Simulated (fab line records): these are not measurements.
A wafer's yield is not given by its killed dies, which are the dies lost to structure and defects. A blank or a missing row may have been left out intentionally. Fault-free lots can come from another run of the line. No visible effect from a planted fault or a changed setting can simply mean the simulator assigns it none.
2 desks looking at one fault :: flow gf180mcu :: each desk has only its own numbers; what lay behind them comes last

## FOR THE TOOL OWNER'S DESK: rieSi-02
The tool's own readings at GF_STI_ETCH_14 (etches Si in HBr/Cl2/O2, target depth 360 nm, time 102.9 s): means of the sampled wafers that have a number, for each lot that ran on this tool. Any lot whose mean is over 4 standard deviations away from the usual mean is out of limits and marked OUT; that distance is given in the brackets.
Columns: A = drypumpMotorCurrentA at GF_STI_ETCH_14, usual 5.7 A; B = oesProductAu at GF_STI_ETCH_14, usual 0.999 a.u.; C = runLengthS at GF_STI_ETCH_14, usual 131.1 s; D = throttleValvePct at GF_STI_ETCH_14, usual 25.657 %
lot: L791
first seen here: day 2 21:49
A: 5.6
B: 0.999
C: 131.4
D: 25.658

lot: L793
first seen here: day 3 09:00
A: 6.0
B: 1.007
C: 130.9
D: 25.667

lot: L794
first seen here: day 3 17:25
A: 6.0
B: 0.995
C: 131.0
D: 25.652

lot: L795
first seen here: day 3 20:57
A: 5.8
B: 1.004
C: 130.9
D: 25.656

lot: L804
first seen here: day 5 17:37
A: 5.5
B: 0.993
C: 128.6 (-5.0) OUT
D: 25.654

lot: L805
first seen here: day 5 22:19
A: 5.4
B: 1.001
C: 128.6 (-5.0) OUT
D: 25.649

lot: L806
first seen here: day 6 04:57
A: 5.9
B: 1.002
C: 125.9 (-10) OUT
D: 25.657
This desk's finding: out of limits on L804, L805, L806; first on L804, day 5 17:37 (runLengthS at GF_STI_ETCH_14). In limits: L791, L793, L794, L795.

## AT THE METROLOGY DESK
Means of the sampled wafers that have a number, per lot and without regard to the tool the lot ran on: this is what the gauges read. Any lot whose mean is over 4 standard deviations away from the usual mean is out of limits and marked OUT; that distance is given in the brackets.
Columns: A = STI_OXIDATION_THK at GF_STI_THK_MEAS_02, usual 10.02 nm; B = DNWELL_TW at GF_DNWELL_TW_MEAS_09, usual 1353
lot: L788
first seen here: day 1 16:32
A: 9.82
B: 1353

lot: L791
first seen here: day 2 07:42
A: 10.18
B: 1352

lot: L793
first seen here: day 2 19:46
A: 10.09
B: 1348

lot: L794
first seen here: day 3 02:43
A: 10.32
B: 1354

lot: L795
first seen here: day 3 05:32
A: 10.01
B: 1359

lot: L796
first seen here: day 3 08:31
A: 10.14
B: 1356

lot: L804
first seen here: day 5 01:20
A: 10.16
B: 1356

lot: L805
first seen here: day 5 06:01
A: 10.15
B: 1351

lot: L806
first seen here: day 5 12:22
A: 10.16
B: 1348

lot: L807
first seen here: day 5 15:31
A: 10.00
B: 1360

lot: L808
first seen here: day 5 20:49
A: 9.78
B: 1371

lot: L809
first seen here: day 6 01:31
A: 10.04
B: 1332
Result from this desk: across the 12 lots, nothing is out of limits.

## BROUGHT TOGETHER
On L804, L805, L806, at day 5 17:37, an alarm was possible from the tool owner's desk.
Metrology desk: nothing out of limits seen.
The metrology desk has L804, L805, L806 on record, within its limits.
The lots listed all ran GF_STI_ETCH_14 on rieSi-02.

## WHAT THE SIMULATOR PUT IN
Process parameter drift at GF_STI_ETCH_14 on rieSi-02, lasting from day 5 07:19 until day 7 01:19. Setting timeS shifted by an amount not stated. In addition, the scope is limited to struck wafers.
Lots struck among those shown: L804, L805, L806.
Each desk's first reading out of limits, in hours after the fault started: the tool owner's desk, 10.
